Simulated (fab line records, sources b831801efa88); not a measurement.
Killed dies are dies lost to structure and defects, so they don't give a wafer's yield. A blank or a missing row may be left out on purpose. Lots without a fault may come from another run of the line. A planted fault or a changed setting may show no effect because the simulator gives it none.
Tool commonality check | flow gf180mcu | 13 lots, 39 wafers sampled

WHY IT WAS OPENED
At GF_VT_IMPLANT_RS_MEAS_49 the reading MVPSD_RS is flagged on 2 of 13 lots. Wafers without a fault read 1170.2 ohm/sq, standard deviation 3.
Rule: a lot is flagged when every wafer of it that has a number lies more than 4 standard deviations from that mean, or none has a number. The other lots count as sound.

lot  | measured     | on            | MVPSD_RS (ohm/sq), wafer by wafer | flag
L748 | day 7 11:55  | film_metro-02 | 1171.7 1172.5 1170.4              |
L750 | day 8 04:19  | film_metro-03 | 1167.7 1163.5 1165.2              |
L751 | day 8 10:29  | film_metro-02 | 1172.5 1169.5 1168.8              |
L752 | day 8 18:35  | film_metro-02 | 1169.9 1169.3 1170.2              |
L753 | day 9 00:25  | film_metro-04 | 1169.0 1169.2 1170.7              |
L757 | day 10 04:55 | film_metro-03 | 1171.7 1169.2 1170.6              |
L758 | day 10 10:49 | film_metro-02 | 1104.7 1101.7 1101.3              | FLAGGED
L762 | day 11 12:33 | film_metro-03 | 1103.6 1103.4 1104.6              | FLAGGED
L764 | day 12 03:05 | film_metro-04 | 1170.2 1169.3 1173.0              |
L765 | day 12 08:26 | film_metro-02 | 1169.5 1169.5 1172.0              |
L767 | day 12 21:38 | film_metro-03 | 1174.8 1172.2 1171.7              |
L770 | day 13 17:39 | film_metro-03 | 1169.1 1168.8 1169.1              |
L771 | day 14 00:59 | film_metro-04 | 1171.6 1175.6 1171.0              |
The numbers of the flagged lots are 1103.2 ohm/sq on average: -67.0 ohm/sq against the usual, or -22 standard deviations.

WHICH TOOL RAN EACH LOT
The record holds 2 process steps before the reading, out of a route of 602 steps. In each cell: the tool, then ch and the chambers that the sampled wafers went through, then the start.
lot  | flag    | GF_STI_CMP_25                | GF_MVPSD_IMPLANT_09
L748 |         | cmp-01 ch 0,2,3, day 2 04:12 | implanter-01 ch 0, day 4 22:47
L750 |         | cmp-02 ch 1,3, day 2 13:53   | implanter-03 ch 0, day 5 12:37
L751 |         | cmp-02 ch 0,1, day 2 19:22   | implanter-02 ch 0, day 5 18:53
L752 |         | cmp-02 ch 0,1,2, day 3 00:26 | implanter-01 ch 0, day 5 23:55
L753 |         | cmp-01 ch 0,1,3, day 3 05:06 | implanter-02 ch 0, day 6 06:31
L757 |         | cmp-02 ch 0,2,3, day 4 02:25 | implanter-02 ch 0, day 7 08:14
L758 | FLAGGED | cmp-02 ch 1,2,3, day 4 07:18 | implanter-02 ch 0, day 7 14:43
L762 | FLAGGED | cmp-02 ch 0,1,3, day 5 04:41 | implanter-02 ch 0, day 8 13:28
L764 |         | cmp-01 ch 1,2,3, day 5 15:16 | implanter-01 ch 0, day 9 01:59
L765 |         | cmp-01 ch 2,3, day 5 19:53   | implanter-01 ch 0, day 9 07:25
L767 |         | cmp-02 ch 0,1,2, day 6 04:38 | implanter-01 ch 0, day 9 19:14
L770 |         | cmp-02 ch 1,3, day 6 21:47   | implanter-01 ch 0, day 10 12:41
L771 |         | cmp-01 ch 0,1, day 7 02:31   | implanter-03 ch 0, day 10 18:44
What these steps do:
- GF_STI_CMP_25: polishes, stops on Si3N4, t overpolish 33 s, target thk 524.6 nm.
- GF_MVPSD_IMPLANT_09
- GF_VT_IMPLANT_RS_MEAS_49: measures by four-point-probe.

FLAGGED OVER TOTAL, TOOL BY TOOL (the gauges that took the reading come last)
step                     | tool          | lots run | flagged | share of the flagged lots | sound lots run after its first flagged lot
GF_STI_CMP_25            | cmp-01        | 5        | 0       | none                      | -
GF_STI_CMP_25            | cmp-02        | 8        | 2       | all                       | 2 (L767,L770)
GF_MVPSD_IMPLANT_09      | implanter-01  | 6        | 0       | none                      | -
GF_MVPSD_IMPLANT_09      | implanter-02  | 5        | 2       | all                       | 0
GF_MVPSD_IMPLANT_09      | implanter-03  | 2        | 0       | none                      | -
GF_VT_IMPLANT_RS_MEAS_49 | film_metro-02 | 5        | 1       | some                      | 1 (L765)
GF_VT_IMPLANT_RS_MEAS_49 | film_metro-03 | 5        | 1       | some                      | 2 (L767,L770)
GF_VT_IMPLANT_RS_MEAS_49 | film_metro-04 | 3        | 0       | none                      | -

WHAT THE TABLE ALLOWS
2 rows of the table ran every flagged lot: cmp-02 at GF_STI_CMP_25, implanter-02 at GF_MVPSD_IMPLANT_09.
- cmp-02 at GF_STI_CMP_25: 2 of its 8 lots flagged. Sound lots ran on it after the first flagged one (L767, L770), which a lasting fault on the whole tool wouldn't allow.
- implanter-02 at GF_MVPSD_IMPLANT_09: 2 of its 5 lots flagged. Its last sound lot is L757 (day 7 08:14), its first flagged lot L758 (day 7 14:43): a fault that began between those two fits. Its own readings lie more than 4 standard deviations out on every wafer of the flagged lots: dose_ions_cm2, faraday_current_uA.
One tool is left: implanter-02 at GF_MVPSD_IMPLANT_09.

WHAT THE SIMULATOR HAD PUT IN
Process parameter drift: implanter-02, from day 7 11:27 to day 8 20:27, at GF_MVPSD_IMPLANT_09. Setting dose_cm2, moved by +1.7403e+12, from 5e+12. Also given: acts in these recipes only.
Lots struck among those shown: L758, L762. The rule above found the same.
